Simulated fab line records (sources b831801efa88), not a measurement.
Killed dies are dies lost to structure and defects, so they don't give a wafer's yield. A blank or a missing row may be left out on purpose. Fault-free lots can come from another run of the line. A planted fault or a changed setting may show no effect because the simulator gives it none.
Comparing a struck lot with a sound one + flow sfq_line + 14 steps out of a route of 325
Sound: these wafers, L999.2, L999.4, L999.6. Wafers L109.1, L109.2, L109.6 were the ones struck. At the end, the cause is stated.
Per side, at each step with rows, come the tool, then ch with its chambers, and then its first start. Under that, the readings that differ: sound wafers + struck wafers + difference of the means + sigmas: that difference in standard deviations of wafers without a fault.
alike: readings whose means differ by less than 2 such deviations, and words and numbers that are the same on both sides. not compared: withheld readings, readings that some wafer has no value for, bounds like >300 that may hide the same value, and numbers for which the record gives no deviation and whose values overlap.
The two part at a step that has a row with sigmas, a row that says differs or no value, or rows on one side only. Numbers that have no deviation but don't overlap get no sigmas and don't part them. Lack of a reading on every wafer of one side parts them only where that side has two or more wafers.

first, 3 steps without rows for these wafers: SFQ_TRILAYER_R5_LITHO_EXPOSE_137 (exposes mask R5, target cd 500 nm); SFQ_TRILAYER_R5_LITHO_PEB_139 (peb time 60 s); SFQ_TRILAYER_R5_LITHO_DEVELOP_138 (time 60 s).
SFQ_R5_OVL_MEAS_935:
  sound: overlay-02 at day 62 07:56; struck: overlay-01 at day 63 17:19
  alike: R5_OVL
SFQ_TRILAYER_R5_BARC_OPEN_METAL_ETCH_177: etches BARC in O2, target depth 125 nm, time 41.7 s.
  sound on rie_metal-04 ch 0,1, day 62 07:58; struck on rie_metal-03 ch 0,1, day 63 17:22
  alike: drypump_motor_current_A, oes_product_au
  not compared: rf_hours_counter_h
SFQ_TRILAYER_R5_ETCH_METAL_ETCH_139: etches the open film in Cl2, stops on SiO2, target depth 60 nm, time 40 s.
  sound on rie_metal-04 ch 0,1, day 62 08:01; struck on rie_metal-03 ch 0,1, day 63 17:25
  alike: drypump_motor_current_A, oes_product_au
  not compared: rf_hours_counter_h
SFQ_TRILAYER_R5_STRIP_STRIP_140: strips in O2.
  sound on rie_metal-04 ch 0,1, day 62 08:05; struck on rie_metal-03 ch 0,1, day 63 17:29
  alike: drypump_motor_current_A, oes_product_au
  not compared: rf_hours_counter_h
then, 1 step without rows for these wafers: SFQ_TRILAYER_R5_STRIP_SOLV_CLEAN_141 (cleans in NMP, time 600 s).
SFQ_TRILAYER_A5C_DEP_PECVD_142: deposits SiO2 from SiH4/N2O, time 15.556 s, target thk 70 nm.
  sound on pecvd-01 ch 0,1, day 62 08:51; struck on pecvd-04 ch 0,1, day 63 18:15
  alike: heater_power_w, throttle_valve_pct
then, 3 steps without rows for these wafers: SFQ_TRILAYER_I5_LITHO_COAT_149 (resist thk 62 nm); SFQ_TRILAYER_I5_LITHO_COAT_144 (resist thk 650 nm); SFQ_TRILAYER_I5_LITHO_SOFTBAKE_148.
-- the record jumps here: 5 days lie between the struck wafers' starts before and after --
SFQ_TRILAYER_I5_LITHO_EXPOSE_145: exposes mask I5, target cd 700 nm.
  struck on krf_scanner-01, day 68 16:02; sound on krf_scanner-02 ch 0, day 67 10:27
  no value came back on the struck wafers for exposure_dose_mJ_cm2, focus_offset_nm (nm), sigma_outer; on the sound wafers exposure_dose_mJ_cm2 reads 21.301 21.309 21.330
  alike: mask
then, 1 step without rows for these wafers: SFQ_TRILAYER_I5_LITHO_PEB_147 (peb time 60 s).

## WHERE THEY PART
SFQ_TRILAYER_I5_LITHO_EXPOSE_145 only, going by this record.

WHY: what had been put in by the simulator
Entire step skipped (krf_scanner-01, SFQ_TRILAYER_I5_LITHO_EXPOSE_145), from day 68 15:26 onward. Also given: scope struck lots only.
